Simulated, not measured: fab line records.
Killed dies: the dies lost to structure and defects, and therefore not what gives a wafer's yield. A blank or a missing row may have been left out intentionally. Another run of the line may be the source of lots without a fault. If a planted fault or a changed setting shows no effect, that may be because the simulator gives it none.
Comparing a struck lot with a sound one + flow sky130 + 25 out of 708 route steps
Sound: wafers L284.1, L284.3, L284.5. Wafers L292.1, L292.3, L292.4 were the ones struck. The cause comes at the end.
Each step with rows lists, per side, the tool, then ch with its chambers, then its first start. Under that, the readings that differ: sound wafers + struck wafers + difference of the means + sigmas: that difference in standard deviations of wafers without a fault.
alike: same words and numbers on both sides, and readings whose means sit less than 2 such deviations apart. not compared: any withheld reading, any reading some wafer has no value for, any bound like >300 that may hide the same value, and any number with overlapping values for which the record gives no deviation.
Wherever a step has rows on one side only, a row that says differs or no value, or a row with sigmas, the two part there. Numbers that don't overlap but have no deviation are shown without sigmas and don't part them. A reading that every wafer of one side lacks parts them only if that side has two wafers or more.

SKY_NWELL_RS_MEAS_31: measures by four-point-probe.
  sound: film_metro-03 at day 5 10:59; struck: film_metro-03 at day 7 13:35
  alike: PWDE_RS
then, 7 steps without rows for these wafers: SKY_VT_ADJUST_HVTP_DEHYDRATE_00 (time 60 s); SKY_VT_ADJUST_HVTP_HMDS_01 (prime time 60 s); SKY_VT_ADJUST_HVTP_COAT_02 (resist thk 1140 nm); SKY_VT_ADJUST_HVTP_SOFTBAKE_03 (time 60 s); SKY_VT_ADJUST_HVTP_EXPOSE_04 (exposes mask HVTPM, target cd 380 nm); SKY_VT_ADJUST_HVTP_PEB_05; SKY_VT_ADJUST_HVTP_DEVELOP_06 (develop time 60 s).
SKY_VT_ADJUST_HVTP_CD_MEAS_07: target cd 380 nm.
  sound: cd_sem-01 at day 6 04:51; struck: cd_sem-01 at day 8 08:56
  alike: cd_nm
SKY_VT_ADJUST_HVTP_OVL_MEAS_08:
  sound: overlay-02 at day 6 04:58; struck: overlay-02 at day 8 09:03
  alike: VT_ADJUST_HVTP_OVL
next, for these wafers, 1 step has no rows: SKY_VT_ADJUST_HVTP_IMPLANT_09.
SKY_VT_ADJUST_HVTP_STRIP_10: strips in O2/N2.
  sound on plasma_asher-04 ch 0,1, day 6 05:09; struck on plasma_asher-04 ch 0,1, day 8 09:14
  no value came back on the struck wafers for chamber_pressure_mTorr (mTorr), drypump_motor_current_A (A), oes_product_au (a.u.), strip_time_to_endpoint_s (s); on the sound wafers chamber_pressure_mTorr (mTorr) reads 1500.0 1501.2 1499.0
| reading                                             | sound | struck         | difference | sigmas |
|-----------------------------------------------------|-------|----------------|------------|--------|
| model.NOVOLAK_of_VT_ADJUST_HVTP_COAT_02.thk_nm (nm) | 0 0 0 | 1143 1138 1140 | +1140      |        |
  not compared: rf_hours_counter_h
SKY_VT_ADJUST_HVTP_TW_MEAS_11:
  sound: film_metro-02 at day 6 05:15; struck: film_metro-02 at day 8 09:20
  alike: VT_ADJUST_HVTP_TW
then, 7 steps without rows for these wafers: SKY_VT_ADJUST_LVTN_DEHYDRATE_00 (time 60 s); SKY_VT_ADJUST_LVTN_HMDS_01 (prime time 60 s); SKY_VT_ADJUST_LVTN_COAT_02 (resist thk 3000 nm); SKY_VT_ADJUST_LVTN_SOFTBAKE_03; SKY_VT_ADJUST_LVTN_EXPOSE_04 (exposes mask NWM COMPLEMENT LESS NATIVE, target cd 840 nm); SKY_VT_ADJUST_LVTN_PEB_05; SKY_VT_ADJUST_LVTN_DEVELOP_06 (develop time 60 s).
SKY_VT_ADJUST_LVTN_OVL_MEAS_07:
  sound: overlay-02 at day 6 23:36; struck: overlay-02 at day 9 06:20
  alike: VT_ADJUST_LVTN_OVL
next, for these wafers, 1 step has no rows: SKY_VT_ADJUST_LVTN_IMPLANT_08.
SKY_VT_ADJUST_LVTN_STRIP_09: strips in O2/N2.
  sound on plasma_asher-04 ch 0,1, day 6 23:47; struck on plasma_asher-01 ch 0,1, day 9 06:32
| reading                      | sound             | struck            | difference | sigmas      |
|------------------------------|-------------------|-------------------|------------|-------------|
| strip_time_to_endpoint_s (s) | 36.86 36.88 37.00 | 53.67 53.63 53.78 | +16.78     | +99 or more |
  alike: chamber_pressure_mTorr, drypump_motor_current_A, oes_product_au
  not compared: rf_hours_counter_h
SKY_VT_ADJUST_LVTN_TW_MEAS_10:
  sound: film_metro-01 at day 6 23:53; struck: film_metro-02 at day 9 06:38
| reading           | sound             | struck         | difference | sigmas |
|-------------------|-------------------|----------------|------------|--------|
| VT_ADJUST_LVTN_TW | 237.5 238.6 237.9 | 29.7 29.3 29.6 | -208.5     | -72    |
then, 1 step without rows for these wafers: SKY_VT_ADJUST_LVTN_DEHYDRATE_11 (time 60 s).

== WHERE THEY PART ==
At SKY_VT_ADJUST_HVTP_STRIP_10 first; at SKY_VT_ADJUST_LVTN_TW_MEAS_10 last (within this record only).

WHY: the cause the simulator had injected
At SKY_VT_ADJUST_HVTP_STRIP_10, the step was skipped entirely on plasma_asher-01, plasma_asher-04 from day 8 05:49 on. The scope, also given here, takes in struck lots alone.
